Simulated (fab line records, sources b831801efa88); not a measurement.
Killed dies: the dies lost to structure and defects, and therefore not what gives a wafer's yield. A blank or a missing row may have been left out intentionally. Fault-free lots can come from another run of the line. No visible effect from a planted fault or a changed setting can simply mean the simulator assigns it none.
The tool behind it: which one? ; flow sky130 ; 13 lots with 39 wafers sampled at 4 steps, on a route of 708 steps

WHAT THE GAUGES SHOWED, per wafer
SKY_SPACER_THK_MEAS_01. Usual: SPACER_CVD_00_THK 43.1 nm, standard deviation 0.34.
lot;measured;on;SPACER_CVD_00_THK (nm);flag
L256;day 22 15:29;film metro-02;43.1 43.1 43.3;
L259;day 24 22:57;film metro-03;43.7 43.8 43.6;
L258;day 24 22:58;film metro-02;42.8 43.0 42.7;
L261;day 24 23:01;film metro-03;43.4 43.2 43.2;
L262;day 25 07:35;film metro-02;43.3 43.1 43.5;
L264;day 25 18:22;film metro-02;42.6 43.2 42.8;
L265;day 26 02:11;film metro-03;43.2 43.1 43.4;
L267;day 27 05:01;film metro-02;43.2 43.4 43.3;
L268;day 27 17:49;film metro-02;43.2 43.2 43.4;
L272;day 28 14:52;film metro-03;43.5 43.9 43.4;
L273;day 28 17:53;film metro-02;42.9 42.9 43.0;
L278;day 30 13:39;film metro-01;43.2 43.3 43.0;
L279;day 30 20:07;film metro-02;43.4 43.3 43.2;

SKY_SD_N_TW_MEAS_12. Usual: SD_N_TW 3951, standard deviation 20.
lot;measured;on;SD_N_TW;flag
L256;day 27 12:35;film metro-04;3924 3934 3935;
L259;day 29 19:22;film metro-04;3941 3962 3979;
L258;day 29 19:46;film metro-04;3947 3959 3970;
L261;day 29 20:22;film metro-02;3944 3955 3942;
L262;day 30 02:07;film metro-02;3956 3955 3983;
L264;day 30 10:34;film metro-04;3991 3984 3955;
L265;day 30 19:10;film metro-02;3988 3987 3998;
L267;day 31 21:46;film metro-04;3960 3945 3957;
L268;day 32 10:29;film metro-02;3934 3936 3939;
L272;day 33 06:04;film metro-02;3943 3953 3989;
L273;day 33 07:03;film metro-02;3950 3964 3938;
L278;day 35 00:58;film metro-03;3911 3927 3899;
L279;day 35 06:58;film metro-02;3958 3982 3983;

SKY_LI_CONTACT_BOW_MEAS_03. Usual: LI_CONTACT_BOW 55 um, standard deviation 6.4.
lot;measured;on;LI_CONTACT_BOW (um);flag
L256;day 27 13:46;film metro-02;61 63 61;
L259;day 29 21:20;film metro-02;60 54 47;
L258;day 29 21:48;film metro-02;64 67 50;
L261;day 29 21:58;film metro-03;66 54 73;
L262;day 30 03:14;film metro-03;53 61 55;
L264;day 30 11:41;film metro-02;53 62 55;
L265;day 30 20:17;film metro-04;51 49 46;
L267;day 31 22:53;film metro-03;66 57 51;
L268;day 32 11:38;film metro-03;54 57 50;
L272;day 33 07:11;film metro-02;53 54 42;
L273;day 33 08:12;film metro-04;48 53 54;
L278;day 35 02:05;film metro-03;54 48 53;
L279;day 35 08:07;film metro-04;56 54 48;

TOOL THAT RAN EACH LOT (tool first, then ch and the chambers of the sampled wafers, then the start)
lot;SKY_SD_N_STRIP_11
L256;plasma asher-01 ch 0,1, day 27 12:29
L259;plasma asher-03 ch 0,1, day 29 19:16
L258;plasma asher-03 ch 0,1, day 29 19:40
L261;plasma asher-03 ch 0,1, day 29 20:16
L262;plasma asher-04 ch 0,1, day 30 02:01
L264;plasma asher-01 ch 0,1, day 30 10:28
L265;plasma asher-01 ch 0, day 30 19:04
L267;plasma asher-03 ch 0,1, day 31 21:40
L268;plasma asher-01 ch 0,1, day 32 10:23
L272;plasma asher-01 ch 0,1, day 33 05:58
L273;plasma asher-01 ch 0,1, day 33 06:58
L278;plasma asher-04 ch 0,1, day 35 00:52
L279;plasma asher-03 ch 0,1, day 35 06:52
- SKY_SD_N_STRIP_11: strips in O2/N2.

WHAT THE TOOLS THEMSELVES READ (means of the sampled wafers that have a number; where no wafer has one, the mark that the record gives instead)
SKY_SD_N_STRIP_11. Usual: drypump motor current A 5.8 A, standard deviation 0.61; o2 flow sccm 2999 sccm, standard deviation 9.2; oes product au 0.528 a.u., standard deviation 0.0048; strip time to endpoint s 22.55 s, standard deviation 0.039.
lot;tool;drypump motor current A (A);o2 flow sccm (sccm);oes product au (a.u.);strip time to endpoint s (s);flag
L256;plasma asher-01;6.1;3005;0.528;22.52;
L259;plasma asher-03;6.1;2996;0.528;22.58;
L258;plasma asher-03;6.1;2997;0.527;22.56;
L261;plasma asher-03;6.1;2996;0.524;22.54;
L262;plasma asher-04;5.8;2999;0.527;22.63;
L264;plasma asher-01;5.7;2990;0.532;22.55;
L265;plasma asher-01;5.3;3000;0.528;22.60;
L267;plasma asher-03;5.6;2993;0.532;22.59;
L268;plasma asher-01;5.7;2992;0.530;22.59;
L272;plasma asher-01;5.7;3001;0.514;23.62;OFF
L273;plasma asher-01;6.1;3000;0.523;23.04;OFF
L278;plasma asher-04;5.5;3001;0.525;22.54;
L279;plasma asher-03;6.1;2999;0.525;22.53;

THE ANSWER, worked out from the rows above alone
Rule: a lot counts as off when the mean over its wafers that have a number is more than 3 standard deviations away from the usual mean. A lot without any number at a reading at which 4 lots or more have one is off too. All remaining lots with rows at the step are treated as sound. First the gauges in route order, then the tools' own readings, where a lot's mean is used as printed above. The first step at which some lot is off is used, and at that step the reading that is off furthest; a lot without a number counts as furthest.
Off: L272, L273 (SKY_SD_N_STRIP_11, strip time to endpoint s).
A tool fits if, at that step or a process step before it, it ran every lot that is off, and no sound lot after the first of them. One fits: SKY_SD_N_STRIP_11 on plasma asher-01. Its last sound lot is L268 (day 32 10:23), its first lot that is off L272 (day 33 05:58): a fault that began between those two fits.
On the lots that are off, the tool's own readings at SKY_SD_N_STRIP_11 differ by more than 5 times the standard deviation of the sound lots' means, which bears it out; strip time to endpoint s reads 23.33 s there versus 22.57 s on the sound lots.

WHAT THE SIMULATOR PUT IN
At SKY_SD_N_STRIP_11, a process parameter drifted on plasma asher-01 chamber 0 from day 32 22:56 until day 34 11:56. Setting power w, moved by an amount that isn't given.
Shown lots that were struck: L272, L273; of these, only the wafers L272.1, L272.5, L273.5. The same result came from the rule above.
